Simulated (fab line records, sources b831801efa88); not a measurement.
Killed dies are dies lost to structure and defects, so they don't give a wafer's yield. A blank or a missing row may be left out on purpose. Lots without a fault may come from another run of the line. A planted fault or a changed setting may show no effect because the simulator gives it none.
Which tool did it? | flow gf180mcu | 12 lots, 36 wafers sampled, at 6 steps of a route of 602

WHAT THE GAUGES READ, wafer by wafer
GF_M3_RS_MEAS_05: measures by four-point-probe.
lot  | measured     | on            | M3_ALCU_RS (ohm/sq)
L744 | day 20 12:59 | film_metro-04 | 0.0709 0.0701 0.0703
L745 | day 20 21:53 | film_metro-04 | 0.0709 0.0706 0.0701
L746 | day 21 02:34 | film_metro-02 | 0.0689 0.0694 0.0696
L747 | day 21 10:25 | film_metro-01 | 0.0692 0.0692 0.0696
L748 | day 21 21:51 | film_metro-02 | 0.0695 0.0691 0.0691
L749 | day 22 07:52 | film_metro-02 | 0.0689 0.0691 0.0686
L751 | day 23 01:39 | film_metro-02 | 0.0703 0.0704 0.0697
L759 | day 26 01:35 | film_metro-02 | 0.0692 0.0698 0.0699
L761 | day 26 12:53 | film_metro-02 | 0.0691 0.0705 0.0701
L762 | day 26 20:48 | film_metro-02 | 0.0691 0.0699 0.0696
L763 | day 27 01:42 | film_metro-02 | 0.0694 0.0691 0.0692
L765 | day 27 19:46 | film_metro-04 | 0.0701 0.0703 0.0702

GF_V3_OVL_MEAS_15.
lot  | measured     | on         | V3_OVL (nm)
L744 | day 22 13:46 | overlay-01 | 0 2 0
L745 | day 22 21:47 | overlay-02 | 2 4 2
L746 | day 23 04:16 | overlay-02 | -12 -6 -4
L747 | day 23 09:17 | overlay-02 | 0 -2 1
L748 | day 23 20:53 | overlay-02 | -3 -4 -7
L749 | day 24 10:19 | overlay-01 | -6 0 -8
L751 | day 25 00:33 | overlay-01 | 2 -4 -2
L759 | day 27 18:07 | overlay-02 | -1 2 1
L761 | day 28 07:56 | overlay-01 | -9 -11 -7
L762 | day 28 13:36 | overlay-02 | 1 -2 1
L763 | day 28 19:26 | overlay-02 | 1 6 1
L765 | day 29 12:57 | overlay-02 | 1 -3 -5

GF_V3_RS_MEAS_24: measures by four-point-probe.
lot  | measured     | on            | V3_W_RS (ohm/sq)
L744 | day 22 14:41 | film_metro-02 | 0.330 0.328 0.331
L745 | day 22 22:44 | film_metro-02 | 0.323 0.331 0.331
L746 | day 23 05:13 | film_metro-02 | 0.332 0.331 0.334
L747 | day 23 10:11 | film_metro-03 | 0.329 0.332 0.332
L748 | day 23 21:49 | film_metro-04 | 0.335 0.332 0.322
L749 | day 24 11:13 | film_metro-03 | 0.328 0.306 0.330
L751 | day 25 01:28 | film_metro-02 | 0.328 0.305 0.329
L759 | day 27 19:13 | film_metro-04 | 0.320 0.334 0.334
L761 | day 28 08:51 | film_metro-02 | 0.332 0.331 0.319
L762 | day 28 14:33 | film_metro-03 | 0.336 0.335 0.338
L763 | day 28 20:22 | film_metro-03 | 0.320 0.328 0.331
L765 | day 29 13:56 | film_metro-03 | 0.336 0.330 0.322

GF_V3_THK_MEAS_25: measures by xrf.
lot  | measured     | on            | V3_W_THK (nm)
L744 | day 22 14:48 | film_metro-02 | 353 353 351
L745 | day 22 22:50 | film_metro-02 | 359 351 349
L746 | day 23 05:20 | film_metro-02 | 345 349 344
L747 | day 23 10:19 | film_metro-03 | 349 345 347
L748 | day 23 21:56 | film_metro-04 | 344 347 356
L749 | day 24 11:20 | film_metro-03 | 346 375 345
L751 | day 25 01:35 | film_metro-02 | 352 376 353
L759 | day 27 19:19 | film_metro-04 | 362 346 345
L761 | day 28 08:58 | film_metro-02 | 347 349 361
L762 | day 28 14:40 | film_metro-03 | 342 343 337
L763 | day 28 20:29 | film_metro-03 | 359 347 347
L765 | day 29 14:03 | film_metro-03 | 345 350 359

WHICH TOOL RAN EACH LOT (tool, then ch and the chambers of the sampled wafers, then the start)
lot  | GF_M3_SPUTTER_01             | GF_V3_CVD_23
L744 | pvd_sputter-02, day 20 12:50 | cvd_w-02 ch 1, day 22 14:34
L745 | pvd_sputter-04, day 20 21:43 | cvd_w-01 ch 0,1, day 22 22:37
L746 | pvd_sputter-02, day 21 02:25 | cvd_w-02 ch 1, day 23 05:05
L747 | pvd_sputter-01, day 21 10:17 | cvd_w-02 ch 1, day 23 10:05
L748 | pvd_sputter-02, day 21 21:44 | cvd_w-02 ch 0,1, day 23 21:43
L749 | pvd_sputter-02, day 22 07:44 | cvd_w-02 ch 0,1, day 24 11:07
L751 | pvd_sputter-01, day 23 01:31 | cvd_w-02 ch 0,1, day 25 01:20
L759 | pvd_sputter-02, day 26 01:26 | cvd_w-02 ch 0,1, day 27 19:06
L761 | pvd_sputter-01, day 26 12:46 | cvd_w-02 ch 0,1, day 28 08:44
L762 | pvd_sputter-02, day 26 20:41 | cvd_w-01 ch 0,1, day 28 14:26
L763 | pvd_sputter-04, day 27 01:35 | cvd_w-02 ch 0,1, day 28 20:16
L765 | pvd_sputter-04, day 27 19:39 | cvd_w-02 ch 0,1, day 29 13:49
- GF_M3_SPUTTER_01: material TiN, target thk 30 nm, time 25 s.
- GF_V3_CVD_23: deposits W, target thk 350 nm, time 104.9 s.

WHAT THE TOOLS THEMSELVES READ (means of the sampled wafers that have a number; where no wafer has one, the mark that the record gives instead)
GF_M3_SPUTTER_01.
lot  | tool           | cathode_dc_power_W (W) | chamber_pressure_pa (Pa) | throttle_valve_pct (%)
L744 | pvd_sputter-02 | 6499.9                 | 0.4000                   | 29.6
L745 | pvd_sputter-04 | 6500.1                 | 0.3993                   | 29.4
L746 | pvd_sputter-02 | 6499.5                 | 0.4009                   | 29.8
L747 | pvd_sputter-01 | 6501.3                 | 0.3997                   | 30.6
L748 | pvd_sputter-02 | 6501.9                 | 0.3995                   | 29.7
L749 | pvd_sputter-02 | 6500.2                 | 0.4000                   | 29.6
L751 | pvd_sputter-01 | 6500.7                 | 0.3998                   | 30.4
L759 | pvd_sputter-02 | 6500.8                 | 0.4002                   | 30.1
L761 | pvd_sputter-01 | 6499.2                 | 0.3995                   | 30.5
L762 | pvd_sputter-02 | 6499.8                 | 0.3999                   | 29.5
L763 | pvd_sputter-04 | 6500.7                 | 0.3989                   | 29.2
L765 | pvd_sputter-04 | 6500.7                 | 0.3996                   | 29.3

GF_V3_CVD_23.
lot  | tool     | heater_power_w (W)
L744 | cvd_w-02 | 913
L745 | cvd_w-01 | 859
L746 | cvd_w-02 | 929
L747 | cvd_w-02 | 926
L748 | cvd_w-02 | 900
L749 | cvd_w-02 | 905
L751 | cvd_w-02 | 900
L759 | cvd_w-02 | 897
L761 | cvd_w-02 | 916
L762 | cvd_w-01 | 886
L763 | cvd_w-02 | 898
L765 | cvd_w-02 | 922

THE ANSWER, worked out from the rows above alone
Rule: what is usual is taken from the lots themselves. Put in order of their means at a reading, lots are off if they are a third of the lots or fewer, leave a main group of 4 or more, and stand apart from it by a gap of 3 or more times the standard deviation of the main group's means; of several such gaps the widest counts. A main group whose means are all the same, to the digits that the tables above print for the reading, isn't used. A lot without any number at a reading at which 4 lots or more have one is off too. The other lots that the step has rows for count as sound. The gauges are gone through in route order, then the tools' own readings, and for those a lot's mean is taken as printed above. The first step at which some lot is off is used, and at that step the reading that is off furthest; a lot without a number counts as furthest.
No lot is off at any reading shown: from this, nothing can be told.

WHAT THE SIMULATOR HAD PUT IN
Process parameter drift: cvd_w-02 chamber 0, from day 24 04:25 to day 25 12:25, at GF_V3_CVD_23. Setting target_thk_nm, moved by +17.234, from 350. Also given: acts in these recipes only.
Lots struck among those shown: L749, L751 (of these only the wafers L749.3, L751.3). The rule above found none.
